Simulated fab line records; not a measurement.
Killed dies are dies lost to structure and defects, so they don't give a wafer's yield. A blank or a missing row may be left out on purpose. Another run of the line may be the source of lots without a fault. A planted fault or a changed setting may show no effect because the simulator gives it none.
Which tool was responsible?	flow sky130	Sampling: 6 lots, 18 wafers, 2 of 708 route steps

== WHAT EACH GAUGE READ, for each wafer ==
SKY_VT_ADJUST_PCH_TW_MEAS_10.
lot	measured	on	VT_ADJUST_PCH_TW
L547	day 11 14:43	film-metro-04	141.0 142.4 141.0
L552	day 13 02:04	film-metro-02	138.9 138.4 138.9
L555	day 13 19:04	film-metro-04	142.7 142.0 141.8
L564	day 16 10:34	film-metro-01	141.0 141.6 141.0
L566	day 17 02:21	film-metro-01	114.3 113.5 114.8 114.2 114.2 113.8
L568	day 17 05:29	film-metro-02	139.3 139.8 140.2

== WHAT TOOL EACH LOT RAN ON (gives the tool, then ch and the chambers of the sampled wafers, and finally the start) ==
lot	SKY_VT_ADJUST_PCH_IMPLANT_08
L547	implanter-03 ch 0, day 11 14:28
L552	implanter-04 ch 0, day 13 01:51
L555	implanter-03 ch 0, day 13 18:51
L564	implanter-04 ch 0, day 16 10:19
L566	implanter-03 ch 0, day 17 02:08
L568	implanter-04 ch 0, day 17 05:15
- SKY_VT_ADJUST_PCH_IMPLANT_08

== THE ANSWER, worked out from the rows above alone ==
Rule: the lots themselves supply what counts as usual. Put in order of their means at a reading, lots are off if they are a third of the lots or fewer, leave a main group of 4 or more, and stand apart from it by a gap of 3 or more times the standard deviation of the main group's means; of several such gaps the widest counts. If all means in a main group match to the digits the tables above print for the reading, that group is not used. A lot without any number at a reading at which 4 lots or more have one is off too. All remaining lots with rows at the step are treated as sound.
Off: at SKY_VT_ADJUST_PCH_TW_MEAS_10 (VT_ADJUST_PCH_TW), L566. The main group: mean 140.7, standard deviation 1.2.
If a tool, at a process step before that reading, ran all the lots that are off and no sound lot after the first of them, it fits. Gauges at SKY_VT_ADJUST_PCH_TW_MEAS_10: tried the same way as those tools. Can't be told from this: 2 tools fit, implanter-03 at SKY_VT_ADJUST_PCH_IMPLANT_08, film-metro-01 at SKY_VT_ADJUST_PCH_TW_MEAS_10.

== WHAT THE SIMULATOR HAD INSERTED ==
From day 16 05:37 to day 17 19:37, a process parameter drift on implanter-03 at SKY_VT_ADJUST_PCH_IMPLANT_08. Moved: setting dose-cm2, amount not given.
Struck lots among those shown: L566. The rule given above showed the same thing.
